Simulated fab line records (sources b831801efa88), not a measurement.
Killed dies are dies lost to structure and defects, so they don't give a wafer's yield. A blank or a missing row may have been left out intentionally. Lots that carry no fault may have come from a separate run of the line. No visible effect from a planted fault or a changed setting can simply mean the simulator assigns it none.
fab line records	flow sky130
record: lots: 12	wafers: 36	last-day: 50
route steps=708 shown METAL3@536 CAP2M@603 METAL4@629 PAD_OPEN@708
lots untouched by any fault: they come from a run of this same line in which no faults occurred
start-h: hours from the record's opening day to when the first of the lot's shown wafers began	wait-h: how many hours have passed since the lot's step before this one	" same as the row above	L1.1+2: a row that stands for several wafers	- either no value or no given start	* or withheld: withheld	< > ~ a bound
route shown NAME@n: a module of which the file shows steps, and the number in the route of the first	usual: the fault-free wafers' mean and standard deviation	same: alike in all rows	chamber/n: place in a boat	sites: per-site readings	_std_site: the values' standard deviation	_edge_site: inner sites' mean taken away from outer sites' mean	radius-mm: how far each site lies from the wafer's centre	mask NAME#n: copy n	behind: the most recent tool/chamber to have shaped the wafer	hold: cause of the lot's hold/its duration in hours/its outcome	device: the n, p or np transistor that did not switch	end of line: the route-end tests of the same wafers	for a step that has no rows: nothing shown but its recipe	killed: at the first sort, the dies lost to defects and structure; wafer yield is something else	map: the dies of a wafer, with x for killed, . for not killed, _ for no die there
set.NAME: the setting the step ran with; set.NAME@STEP: the setting that earlier step ran with	model.NAME: the simulator's own value behind a step, which no gauge read
route steps across a sampled set of lots; one table per step, one row per wafer
services: when a tool's chamber went out of use (start-h, in hours from the record's first day, below 0 if earlier), for how many hours, and the reason
== steps ==
step: SKY_METAL3_SPUTTER_04
recipe: material: TiN	target-thk-nm: 70	power-w: 6500	time-s: 58.3	chamber-pressure-pa: 0.4
usual: throttle-valve-pct: 30.2/1
lot.wafer	tool	chamber	start-h	wait-h	throttle-valve-pct
L722.1	pvd-sputter-02	-	862.40	0.0	30.9
L722.4	"	-	"	"	29.3
L722.6	"	-	"	"	31.3
L723.2	pvd-sputter-03	-	864.65	0.0	29.1
L723.4	"	-	"	"	30.1
L723.5	"	-	"	"	31.4
L724.2	pvd-sputter-02	-	887.62	0.0	30.8
L724.3	"	-	"	"	29.1
L724.6	"	-	"	"	30.8
L726.2	pvd-sputter-03	-	891.64	0.0	29.6
L726.4	"	-	"	"	30.3
L726.5	"	-	"	"	29.7
L727.1	pvd-sputter-03	-	892.31	0.0	30.3
L727.2	"	-	"	"	29.4
L727.6	"	-	"	"	32.3
L730.1	pvd-sputter-02	-	915.09	0.0	30.5
L730.3	"	-	"	"	29.4
L730.6	"	-	"	"	30.1
L733.2	pvd-sputter-01	-	937.16	0.0	29.2
L733.4	"	-	"	"	30.6
L733.6	"	-	"	"	28.9
L737.1	pvd-sputter-02	-	962.05	0.0	31.1
L737.3	"	-	"	"	30.1
L737.5	"	-	"	"	31.1
L739.3	pvd-sputter-01	-	972.32	0.0	30.6
L739.4	"	-	"	"	28.3
L739.6	"	-	"	"	30.5
L742.2	pvd-sputter-02	-	991.25	0.0	29.8
L742.3	"	-	"	"	30.9
L742.6	"	-	"	"	29.4
L744.2	pvd-sputter-03	-	1010.52	0.0	29.3
L744.4	"	-	"	"	30.1
L744.6	"	-	"	"	29.5
L745.3	pvd-sputter-01	-	1014.71	0.0	28.6
L745.5	"	-	"	"	28.8
L745.6	"	-	"	"	29.0
step: SKY_CAP2M_CVD_00
recipe: material: SiO2	target-thk-nm: 15.5	temp-c: 400	time-s: withheld	rf-w: 450
usual: heater-power-w: 756/78
lot.wafer	tool	chamber	start-h	wait-h	heater-power-w
L722.1	pecvd-02	0	942.26	0.0	631
L722.4	"	1	"	"	797
L722.6	"	2	"	"	861
L723.2	pecvd-03	0	944.84	0.0	643
L723.4	"	0	"	"	654
L723.5	"	1	"	"	716
L724.2	pecvd-02	0	966.93	0.0	695
L724.3	"	2	"	"	807
L724.6	"	0	"	"	710
L726.2	pecvd-01	0	969.43	0.0	729
L726.4	"	2	"	"	772
L726.5	"	1	"	"	800
L727.1	pecvd-02	0	970.73	0.0	663
L727.2	"	1	"	"	724
L727.6	"	1	"	"	726
L730.1	pecvd-02	0	991.90	0.0	662
L730.3	"	1	"	"	789
L730.6	"	2	"	"	849
L733.2	pecvd-01	2	1012.79	0.0	720
L733.4	"	2	"	"	736
L733.6	"	1	"	"	794
L737.1	pecvd-03	1	1035.10	0.0	803
L737.3	"	0	"	"	598
L737.5	"	0	"	"	598
L739.3	pecvd-01	2	1045.59	0.0	803
L739.4	"	0	"	"	820
L739.6	"	2	"	"	832
L742.2	pecvd-03	2	1062.63	0.0	730
L742.3	"	2	"	"	746
L742.6	"	2	"	"	719
L744.2	pecvd-03	0	1080.00	0.0	544
L744.4	"	0	"	"	550
L744.6	"	2	"	"	726
L745.3	pecvd-02	1	1083.87	0.0	805
L745.5	"	2	"	"	723
L745.6	"	1	"	"	783
step: SKY_CAP2M_THK_MEAS_01
recipe: reads: SiO2_of_CAP2M_CVD_00
usual: CAP2M_CVD_00_THK: 15.37/0.19
lot.wafer	tool	chamber	start-h	wait-h	CAP2M_CVD_00_THK[nm]
L722.1	film-metro-03	-	942.28	-	15.16
L722.4	"	-	"	"	15.47
L722.6	"	-	"	"	15.33
L723.2	film-metro-04	-	944.87	-	15.03
L723.4	"	-	"	"	15.55
L723.5	"	-	"	"	15.54
L724.2	film-metro-04	-	966.96	-	15.22
L724.3	"	-	"	"	15.27
L724.6	"	-	"	"	15.33
L726.2	film-metro-04	-	969.47	-	15.48
L726.4	"	-	"	"	15.73
L726.5	"	-	"	"	15.38
L727.1	film-metro-04	-	970.76	-	15.29
L727.2	"	-	"	"	15.23
L727.6	"	-	"	"	15.25
L730.1	film-metro-04	-	991.92	-	15.32
L730.3	"	-	"	"	15.29
L730.6	"	-	"	"	15.23
L733.2	film-metro-03	-	1012.82	-	15.13
L733.4	"	-	"	"	15.21
L733.6	"	-	"	"	15.55
L737.1	film-metro-03	-	1035.13	-	15.23
L737.3	"	-	"	"	15.27
L737.5	"	-	"	"	15.47
L739.3	film-metro-03	-	1045.63	-	15.76
L739.4	"	-	"	"	15.75
L739.6	"	-	"	"	15.53
L742.2	film-metro-04	-	1062.67	-	12.73
L742.3	"	-	"	"	12.92
L742.6	"	-	"	"	13.02
L744.2	film-metro-03	-	1080.03	-	12.82
L744.4	"	-	"	"	13.03
L744.6	"	-	"	"	13.33
L745.3	film-metro-03	-	1083.91	-	15.11
L745.5	"	-	"	"	15.63
L745.6	"	-	"	"	15.38
step: SKY_CAP2M_RS_MEAS_03
recipe: thk-meas-gauge: four-point-probe	reads: TiN_of_CAP2M_SPUTTER_02
usual: CAP2M_TIN_RS: 6.92/0.081
lot.wafer	tool	chamber	start-h	wait-h	CAP2M_TIN_RS[ohm/sq]
L722.1	film-metro-02	-	942.45	0.1	6.85
L722.4	"	-	"	"	6.97
L722.6	"	-	"	"	6.95
L723.2	film-metro-03	-	945.05	0.1	6.98
L723.4	"	-	"	"	7.10
L723.5	"	-	"	"	6.94
L724.2	film-metro-02	-	967.14	0.1	6.87
L724.3	"	-	"	"	6.98
L724.6	"	-	"	"	6.93
L726.2	film-metro-03	-	969.65	0.1	6.99
L726.4	"	-	"	"	7.04
L726.5	"	-	"	"	6.92
L727.1	film-metro-02	-	970.92	0.1	6.87
L727.2	"	-	"	"	6.89
L727.6	"	-	"	"	6.90
L730.1	film-metro-04	-	992.09	0.1	6.85
L730.3	"	-	"	"	6.90
L730.6	"	-	"	"	6.89
L733.2	film-metro-04	-	1013.00	0.1	6.94
L733.4	"	-	"	"	6.94
L733.6	"	-	"	"	6.96
L737.1	film-metro-02	-	1035.30	0.1	6.89
L737.3	"	-	"	"	6.85
L737.5	"	-	"	"	6.85
L739.3	film-metro-04	-	1045.82	0.1	7.00
L739.4	"	-	"	"	6.98
L739.6	"	-	"	"	7.01
L742.2	film-metro-02	-	1062.85	0.1	7.05
L742.3	"	-	"	"	7.10
L742.6	"	-	"	"	7.12
L744.2	film-metro-02	-	1080.21	0.1	6.92
L744.4	"	-	"	"	6.89
L744.6	"	-	"	"	6.89
L745.3	film-metro-03	-	1084.10	0.1	6.98
L745.5	"	-	"	"	6.99
L745.6	"	-	"	"	6.99
step: SKY_METAL4_CD_MEAS_13
recipe: target-cd-nm: 300
usual: cd-nm: 299.6/1.4
lot.wafer	tool	chamber	start-h	wait-h	cd-nm
L722.1	cd-sem-02	-	990.39	-	298.2
L722.4	"	-	"	"	298.3
L722.6	"	-	"	"	299.8
L723.2	cd-sem-02	-	993.35	-	301.1
L723.4	"	-	"	"	302.1
L723.5	"	-	"	"	299.3
L724.2	cd-sem-01	-	1014.15	-	298.7
L724.3	"	-	"	"	299.7
L724.6	"	-	"	"	299.8
L726.2	cd-sem-02	-	1015.91	-	301.8
L726.4	"	-	"	"	301.3
L726.5	"	-	"	"	300.9
L727.1	cd-sem-02	-	1017.44	-	299.8
L727.2	"	-	"	"	298.4
L727.6	"	-	"	"	297.7
L730.1	cd-sem-01	-	1037.68	-	298.7
L730.3	"	-	"	"	298.8
L730.6	"	-	"	"	299.4
L733.2	cd-sem-01	-	1058.20	-	298.9
L733.4	"	-	"	"	299.3
L733.6	"	-	"	"	297.3
L737.1	cd-sem-02	-	1079.53	-	300.8
L737.3	"	-	"	"	301.4
L737.5	"	-	"	"	302.2
L739.3	cd-sem-02	-	1088.38	-	298.6
L739.4	"	-	"	"	298.8
L739.6	"	-	"	"	298.8
L742.2	cd-sem-01	-	1105.20	-	299.3
L742.3	"	-	"	"	298.8
L742.6	"	-	"	"	298.0
L744.2	cd-sem-02	-	1121.11	-	299.7
L744.4	"	-	"	"	300.3
L744.6	"	-	"	"	298.8
L745.3	cd-sem-01	-	1125.24	-	299.4
L745.5	"	-	"	"	300.7
L745.6	"	-	"	"	300.5
step: SKY_METAL4_ETCH_17
recipe: target: SiO2	stop-on: TiN	chemistry: C4F8/O2/Ar	source-w: 1500	bias-w: 1200	pressure-mtorr: 40	c4f8-flow-sccm: withheld	O2_flow_sccm: 6	Ar_flow_sccm: 300	time-s: 3.9	target-depth-a: 150
usual: oes-product-au: 0.751/0.0069
lot.wafer	tool	chamber	start-h	wait-h	oes-product-au
L722.1	rie-diel-04	3	990.68	0.1	0.736
L722.4	"	0	"	"	0.750
L722.6	"	3	"	"	0.755
L723.2	rie-diel-03	3	993.61	0.1	0.746
L723.4	"	0	"	"	0.761
L723.5	"	1	"	"	0.763
L724.2	rie-diel-02	2	1014.41	0.1	0.743
L724.3	"	0	"	"	0.751
L724.6	"	3	"	"	0.755
L726.2	rie-diel-03	1	1016.18	0.1	0.765
L726.4	"	2	"	"	0.757
L726.5	"	1	"	"	0.756
L727.1	rie-diel-02	0	1017.73	0.1	0.754
L727.2	"	1	"	"	0.744
L727.6	"	2	"	"	0.751
L730.1	rie-diel-02	2	1037.96	0.1	0.739
L730.3	"	3	"	"	0.743
L730.6	"	1	"	"	0.748
L733.2	rie-diel-04	0	1058.46	0.1	0.742
L733.4	"	2	"	"	0.739
L733.6	"	3	"	"	0.758
L737.1	rie-diel-03	3	1079.81	0.1	0.744
L737.3	"	0	"	"	0.752
L737.5	"	3	"	"	0.752
L739.3	rie-diel-03	1	1088.63	0.0	0.759
L739.4	"	3	"	"	0.764
L739.6	"	0	"	"	0.756
L742.2	rie-diel-03	3	1105.59	0.1	0.694
L742.3	"	2	"	"	0.698
L742.6	"	2	"	"	0.700
L744.2	rie-diel-02	1	1121.38	0.1	0.684
L744.4	"	2	"	"	0.690
L744.6	"	0	"	"	0.703
L745.3	rie-diel-02	0	1125.50	0.0	0.739
L745.5	"	0	"	"	0.760
L745.6	"	1	"	"	0.753
step: SKY_PAD_OPEN_PROBE_99
usual: defect-limited-yield: 82.5/2.1	killed_at_M0_to_M3: 44/7.3	killed_at_M4_up: 3.4/1.8	killed-at-contacts: 24/5.8	killed-at-front-end: 15/4.9	killed-at-other: 0.4/0.63	killed-dies: 86/11	killed-open: 47/8	killed-short: 39/6.5
same: gross-dies: 492	killed-at-back-side: 0
lot.wafer	tool	chamber	start-h	wait-h	defect-limited-yield[%]	killed_at_M0_to_M3	killed_at_M4_up	killed-at-contacts	killed-at-front-end	killed-at-other	killed-dies	killed-open	killed-short
L722.1	prober-01	-	1084.31	0.1	80.9	50	2	29	11	2	94	55	39
L722.4	prober-01	-	1084.46	0.2	83.7	50	4	16	10	0	80	48	31
L722.6	prober-01	-	1084.56	0.2	77.8	42	7	33	27	0	109	59	50
L723.2	prober-02	-	1089.22	0.1	81.1	36	3	31	23	0	93	52	41
L723.4	prober-02	-	1089.32	0.2	81.3	57	6	18	11	0	92	52	40
L723.5	prober-02	-	1089.37	0.2	85.6	45	3	10	13	0	71	37	34
L724.2	prober-02	-	1106.80	0.1	82.9	41	5	22	15	1	84	42	42
L724.3	prober-02	-	1106.85	0.2	81.7	54	3	19	13	1	90	45	45
L724.6	prober-02	-	1107.00	0.2	82.3	40	3	24	20	0	87	42	44
L726.2	prober-01	-	1109.00	0.1	81.9	45	2	17	24	1	89	54	35
L726.4	prober-01	-	1109.10	0.2	83.9	47	2	23	7	0	79	45	34
L726.5	prober-01	-	1109.15	0.2	82.1	53	2	21	12	0	88	45	43
L727.1	prober-02	-	1110.12	0.1	85.6	43	3	17	8	0	71	43	28
L727.2	prober-02	-	1110.17	0.1	80.1	48	5	26	19	0	98	54	43
L727.6	prober-02	-	1110.37	0.2	82.9	50	7	19	8	0	84	46	38
L730.1	prober-01	-	1127.17	0.1	83.1	45	2	25	10	1	83	40	43
L730.3	prober-01	-	1127.27	0.2	85.0	46	2	14	11	1	74	45	29
L730.6	prober-01	-	1127.42	0.2	80.1	51	2	31	14	0	98	59	39
L733.2	prober-02	-	1145.26	0.1	80.1	52	3	18	24	1	98	45	52
L733.4	prober-02	-	1145.36	0.2	83.7	41	4	24	11	0	80	49	31
L733.6	prober-02	-	1145.46	0.2	81.9	37	4	28	19	1	89	53	36
L737.1	prober-02	-	1164.41	0.1	82.9	44	2	25	13	0	84	39	45
L737.3	prober-02	-	1164.51	0.2	81.3	38	5	35	14	0	92	59	33
L737.5	prober-02	-	1164.61	0.2	83.3	48	1	21	12	0	82	47	35
L739.3	prober-01	-	1170.99	0.2	81.1	40	3	23	27	0	93	50	43
L739.4	prober-01	-	1171.04	0.2	81.7	43	4	27	13	3	90	44	44
L739.6	prober-01	-	1171.14	0.2	81.5	39	7	31	13	1	91	48	42
L742.2	prober-01	-	1185.15	0.1	80.7	59	3	22	10	1	95	52	42
L742.3	prober-01	-	1185.20	0.2	80.9	47	4	24	17	2	94	46	48
L742.6	prober-01	-	1185.35	0.2	82.9	51	5	16	11	1	84	43	41
L744.2	prober-01	-	1197.49	0.1	80.3	57	4	23	13	0	97	50	47
L744.4	prober-01	-	1197.59	0.2	84.8	45	2	25	3	0	75	31	44
L744.6	prober-01	-	1197.69	0.2	81.1	46	3	29	15	0	93	48	45
L745.3	prober-01	-	1200.66	0.2	84.1	33	4	31	10	0	78	45	33
L745.5	prober-01	-	1200.76	0.2	84.1	33	5	29	10	1	78	41	37
L745.6	prober-01	-	1200.81	0.2	79.9	42	5	33	19	0	99	52	47
killed by level:class
L722.1 VIA1:geometric-particle:open=12 LI_CONTACT:geometric-particle:open=10 VIA3:geometric-particle:open=10 POLY_GATE:geometric-particle:open=6 VIA1:geometric-particle:short=6 VIA2:geometric-particle:open=6 LOCAL_INTERCONNECT:geometric-particle:short=5 CONTACT:geometric-particle:short=5
L722.4 VIA1:geometric-particle:open=16 CONTACT:geometric-particle:open=6 METAL1:geometric-particle:short=6 METAL2:geometric-particle:short=6 VIA2:geometric-particle:open=6 POLY_GATE:geometric-particle:open=5 LI_CONTACT:geometric-particle:open=5 VIA3:geometric-particle:open=5
L722.6 LI_CONTACT:geometric-particle:open=11 CONTACT:geometric-particle:open=10 VIA1:geometric-particle:open=8 METAL2:geometric-particle:short=7 VIA3:geometric-particle:open=7 POLY_GATE:geometric-particle:short=6 LOCAL_INTERCONNECT:geometric-particle:short=6 FIELD_ISO:geometric-particle:short=5
L723.2 CONTACT:geometric-particle:open=10 VIA1:geometric-particle:open=10 VIA3:geometric-particle:open=8 LI_CONTACT:geometric-particle:open=6 LOCAL_INTERCONNECT:geometric-particle:short=6 FIELD_ISO:geometric-particle:open=5 FIELD_ISO:geometric-particle:short=5 CONTACT:geometric-particle:short=5
L723.4 VIA3:geometric-particle:open=11 CONTACT:geometric-particle:open=10 VIA1:geometric-particle:open=10 METAL1:geometric-particle:short=7 VIA2:geometric-particle:open=6 METAL4:geometric-particle:short=5 VIA1:geometric-particle:short=5 VIA2:geometric-particle:short=5
L723.5 VIA1:geometric-particle:open=10 METAL1:geometric-particle:short=8 CONTACT:geometric-particle:short=5 CONTACT:geometric-particle:open=5 VIA2:geometric-particle:open=5 VIA3:geometric-particle:open=5 POLY_GATE:geometric-particle:open=4 VIA1:geometric-particle:short=4
L724.2 VIA1:geometric-particle:open=9 VIA2:geometric-particle:open=7 CONTACT:geometric-particle:short=6 LOCAL_INTERCONNECT:geometric-particle:short=6 CONTACT:geometric-particle:open=5 VIA1:geometric-particle:short=5 METAL2:geometric-particle:short=5 VIA3:geometric-particle:open=4
L724.3 VIA1:geometric-particle:open=11 VIA3:geometric-particle:open=9 METAL2:geometric-particle:short=8 VIA1:geometric-particle:short=7 LI_CONTACT:geometric-particle:open=6 CONTACT:geometric-particle:open=6 METAL3:geometric-particle:short=5 METAL1:geometric-particle:short=5
L724.6 METAL2:geometric-particle:short=10 VIA1:geometric-particle:open=7 LOCAL_INTERCONNECT:geometric-particle:short=6 LI_CONTACT:geometric-particle:open=6 CONTACT:geometric-particle:open=6 VIA3:geometric-particle:open=5 VIA2:geometric-particle:open=5 FIELD_ISO:geometric-particle:open=4
L726.2 VIA3:geometric-particle:open=11 VIA1:geometric-particle:open=10 VIA2:geometric-particle:open=10 POLY_GATE:geometric-particle:short=6 FIELD_ISO:geometric-particle:open=5 POLY_GATE:geometric-particle:open=5 LI_CONTACT:geometric-particle:open=5 FIELD_ISO:geometric-particle:short=4
L726.4 VIA1:geometric-particle:open=10 VIA3:geometric-particle:open=10 LI_CONTACT:geometric-particle:open=8 VIA3:geometric-particle:short=7 CONTACT:geometric-particle:open=6 VIA1:geometric-particle:short=6 METAL2:geometric-particle:short=4 METAL1:geometric-particle:short=4
L726.5 VIA1:geometric-particle:open=12 CONTACT:geometric-particle:open=8 METAL2:geometric-particle:short=6 VIA3:geometric-particle:short=6 LI_CONTACT:geometric-particle:open=5 CONTACT:geometric-particle:short=5 METAL1:geometric-particle:short=5 VIA1:geometric-particle:short=5
L727.1 VIA2:geometric-particle:open=9 CONTACT:geometric-particle:open=8 VIA1:geometric-particle:open=7 VIA3:geometric-particle:open=6 LI_CONTACT:geometric-particle:open=4 METAL3:geometric-particle:short=4 METAL2:geometric-particle:short=3 VIA1:geometric-particle:short=3
L727.2 LI_CONTACT:geometric-particle:open=11 CONTACT:geometric-particle:open=10 VIA1:geometric-particle:open=9 VIA2:geometric-particle:open=7 METAL2:geometric-particle:short=7 FIELD_ISO:geometric-particle:open=6 METAL1:geometric-particle:short=6 FIELD_ISO:geometric-particle:short=5
L727.6 VIA2:geometric-particle:open=13 LI_CONTACT:geometric-particle:open=7 CONTACT:geometric-particle:short=6 VIA1:geometric-particle:short=6 VIA3:geometric-particle:open=6 VIA2:geometric-particle:short=5 VIA1:geometric-particle:open=5 METAL1:geometric-particle:short=4
L730.1 CONTACT:geometric-particle:open=9 VIA2:geometric-particle:open=6 VIA1:geometric-particle:short=6 VIA1:geometric-particle:open=6 METAL2:geometric-particle:short=6 LI_CONTACT:geometric-particle:open=5 VIA3:geometric-particle:short=5 VIA3:geometric-particle:open=5
L730.3 VIA3:geometric-particle:open=13 VIA2:geometric-particle:open=8 VIA1:geometric-particle:open=7 CONTACT:geometric-particle:open=6 FIELD_ISO:geometric-particle:short=5 METAL1:geometric-particle:short=5 LI_CONTACT:geometric-particle:open=3 METAL2:geometric-particle:short=3
L730.6 CONTACT:geometric-particle:open=16 VIA3:geometric-particle:open=12 VIA1:geometric-particle:open=8 LI_CONTACT:geometric-particle:open=7 VIA1:geometric-particle:short=7 VIA2:geometric-particle:open=6 POLY_GATE:geometric-particle:short=5 CONTACT:geometric-particle:short=4
L733.2 METAL1:geometric-particle:short=9 FIELD_ISO:geometric-particle:short=8 VIA3:geometric-particle:open=8 LI_CONTACT:geometric-particle:open=7 VIA1:geometric-particle:open=7 CONTACT:geometric-particle:open=5 VIA1:geometric-particle:short=5 VIA2:geometric-particle:short=5
L733.4 CONTACT:geometric-particle:open=12 VIA1:geometric-particle:open=8 METAL2:geometric-particle:open=7 VIA2:geometric-particle:open=7 FIELD_ISO:geometric-particle:open=4 METAL1:geometric-particle:short=4 METAL2:geometric-particle:short=4 LOCAL_INTERCONNECT:geometric-particle:short=3
L733.6 CONTACT:geometric-particle:open=11 LI_CONTACT:geometric-particle:open=9 FIELD_ISO:geometric-particle:short=8 VIA1:geometric-particle:open=8 VIA2:geometric-particle:open=7 VIA3:geometric-particle:open=7 POLY_GATE:geometric-particle:open=4 LOCAL_INTERCONNECT:geometric-particle:short=4
L737.1 VIA1:geometric-particle:open=11 CONTACT:geometric-particle:open=9 METAL1:geometric-particle:short=8 FIELD_ISO:geometric-particle:short=5 LOCAL_INTERCONNECT:geometric-particle:short=5 VIA2:geometric-particle:short=5 VIA2:geometric-particle:open=5 METAL3:geometric-particle:short=5
L737.3 CONTACT:geometric-particle:open=14 VIA1:geometric-particle:open=11 LI_CONTACT:geometric-particle:open=9 VIA3:geometric-particle:open=9 VIA1:geometric-particle:short=5 LI_CONTACT:geometric-particle:short=5 FIELD_ISO:geometric-particle:short=4 METAL1:geometric-particle:short=4
L737.5 VIA1:geometric-particle:open=11 VIA3:geometric-particle:open=8 CONTACT:geometric-particle:open=8 VIA2:geometric-particle:short=6 VIA2:geometric-particle:open=5 FIELD_ISO:geometric-particle:short=4 POLY_GATE:geometric-particle:open=4 LOCAL_INTERCONNECT:geometric-particle:short=4
L739.3 CONTACT:geometric-particle:open=9 VIA1:geometric-particle:open=9 POLY_GATE:geometric-particle:open=8 VIA2:geometric-particle:open=8 METAL2:geometric-particle:short=6 FIELD_ISO:geometric-particle:short=5 LOCAL_INTERCONNECT:geometric-particle:short=5 VIA1:geometric-particle:short=5
L739.4 VIA1:geometric-particle:open=10 LI_CONTACT:geometric-particle:open=8 METAL2:geometric-particle:short=8 VIA1:geometric-particle:short=7 VIA2:geometric-particle:open=7 LOCAL_INTERCONNECT:geometric-particle:short=6 METAL1:geometric-particle:short=5 FIELD_ISO:geometric-particle:short=4
L739.6 CONTACT:geometric-particle:open=10 LI_CONTACT:geometric-particle:open=9 VIA3:geometric-particle:open=7 METAL1:geometric-particle:short=7 LI_CONTACT:geometric-particle:short=6 VIA1:geometric-particle:short=6 VIA1:geometric-particle:open=6 FIELD_ISO:geometric-particle:short=5
L742.2 VIA1:geometric-particle:open=16 LI_CONTACT:geometric-particle:open=8 VIA2:geometric-particle:short=8 VIA3:geometric-particle:open=8 METAL2:geometric-particle:short=6 LOCAL_INTERCONNECT:geometric-particle:short=5 VIA1:geometric-particle:short=5 CONTACT:geometric-particle:open=4
L742.3 VIA1:geometric-particle:open=14 VIA3:geometric-particle:open=9 CONTACT:geometric-particle:open=8 CONTACT:geometric-particle:short=6 POLY_GATE:geometric-particle:short=5 METAL1:geometric-particle:short=5 FIELD_ISO:geometric-particle:open=4 LI_CONTACT:geometric-particle:short=4
L742.6 VIA1:geometric-particle:open=11 CONTACT:geometric-particle:open=10 VIA2:geometric-particle:open=8 VIA1:geometric-particle:short=5 METAL3:geometric-particle:short=5 VIA3:geometric-particle:open=4 METAL2:geometric-particle:short=4 LOCAL_INTERCONNECT:geometric-particle:short=4
L744.2 VIA1:geometric-particle:open=12 CONTACT:geometric-particle:open=8 METAL1:geometric-particle:short=8 VIA1:geometric-particle:short=8 VIA3:geometric-particle:open=7 POLY_GATE:geometric-particle:short=5 LI_CONTACT:geometric-particle:open=5 LOCAL_INTERCONNECT:geometric-particle:short=5
L744.4 METAL2:geometric-particle:short=11 VIA1:geometric-particle:open=9 CONTACT:geometric-particle:short=9 CONTACT:geometric-particle:open=7 METAL1:geometric-particle:short=5 VIA3:geometric-particle:open=5 VIA1:geometric-particle:short=5 LOCAL_INTERCONNECT:geometric-particle:short=4
L744.6 VIA1:geometric-particle:open=11 CONTACT:geometric-particle:open=9 METAL2:geometric-particle:short=9 LOCAL_INTERCONNECT:geometric-particle:short=8 CONTACT:geometric-particle:short=8 VIA2:geometric-particle:open=8 POLY_GATE:geometric-particle:open=6 VIA3:geometric-particle:open=5
L745.3 LI_CONTACT:geometric-particle:open=11 CONTACT:geometric-particle:open=6 VIA1:geometric-particle:open=6 LOCAL_INTERCONNECT:geometric-particle:short=5 METAL3:geometric-particle:short=5 VIA2:geometric-particle:open=5 VIA3:geometric-particle:open=5 FIELD_ISO:geometric-particle:open=4
L745.5 CONTACT:geometric-particle:open=12 VIA1:geometric-particle:open=7 VIA3:geometric-particle:open=7 LOCAL_INTERCONNECT:geometric-particle:short=6 CONTACT:geometric-particle:short=5 FIELD_ISO:geometric-particle:short=4 METAL1:geometric-particle:short=4 LI_CONTACT:geometric-particle:open=3
L745.6 CONTACT:geometric-particle:open=9 LI_CONTACT:geometric-particle:open=8 VIA1:geometric-particle:open=8 LOCAL_INTERCONNECT:geometric-particle:short=7 METAL1:geometric-particle:short=7 VIA1:geometric-particle:short=6 METAL2:geometric-particle:short=6 CONTACT:geometric-particle:short=5
== services ==
tool	chamber	start-h	hours	kind
rie-diel-03	2	844.20	5.2	repair
rie-diel-03	1	846.24	2.2	repair
pecvd-03	-	846.40	1.4	repair
rie-diel-03	-	849.36	14.6	pm
pecvd-02	-	867.70	1.0	repair
pvd-sputter-02	-	890.41	2.5	repair
rie-diel-03	-	944.98	15.6	pm
pecvd-03	-	964.93	67.5	repair
rie-diel-02	3	969.25	22.4	repair
pvd-sputter-03	-	994.82	4.9	repair
pecvd-03	0	1003.24	8.7	repair
pecvd-02	-	1005.24	0.9	repair
pecvd-02	-	1016.24	2.8	repair
pecvd-03	2	1016.55	26.1	repair
rie-diel-02	1	1027.32	4.2	repair
rie-diel-03	2	1028.07	7.8	repair
rie-diel-02	-	1052.68	14.6	pm
pecvd-03	-	1058.84	0.3	repair
rie-diel-03	2	1063.76	22.2	repair
rie-diel-02	-	1073.14	0.4	repair
rie-diel-03	1	1074.69	2.7	repair
rie-diel-02	-	1088.77	0.8	repair
pvd-sputter-02	-	1101.41	7.9	repair
pecvd-02	1	1110.26	4.9	repair
== key ==
first-sign: step: SKY_CAP2M_THK_MEAS_01	reading: CAP2M_CVD_00_THK	direction: down	sigmas: 12	usual: 15.37	struck: 12.98
effect: step: SKY_METAL4_ETCH_17	reading: oes-product-au	direction: down	sigmas: 8.2	usual: 0.751	struck: 0.695
met-at SKY_CAP2M_CVD_00
struck-lots L742,L744
not-acting-at SKY_METAL3_SPUTTER_04,SKY_CAP2M_RS_MEAS_03,SKY_METAL4_CD_MEAS_13
onset-between 1035.10 1062.63
fault: kind: site-profile-drift	tool: pecvd-03	chamber: -	onset-h: 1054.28	steps: SKY_CAP2M_CVD_00	basis: fraction	max-abs-drift: 0.35198	slope-share-per-hr: 78.217	site-pattern: 0,0,0,0,0,-1,-1,-1,-1
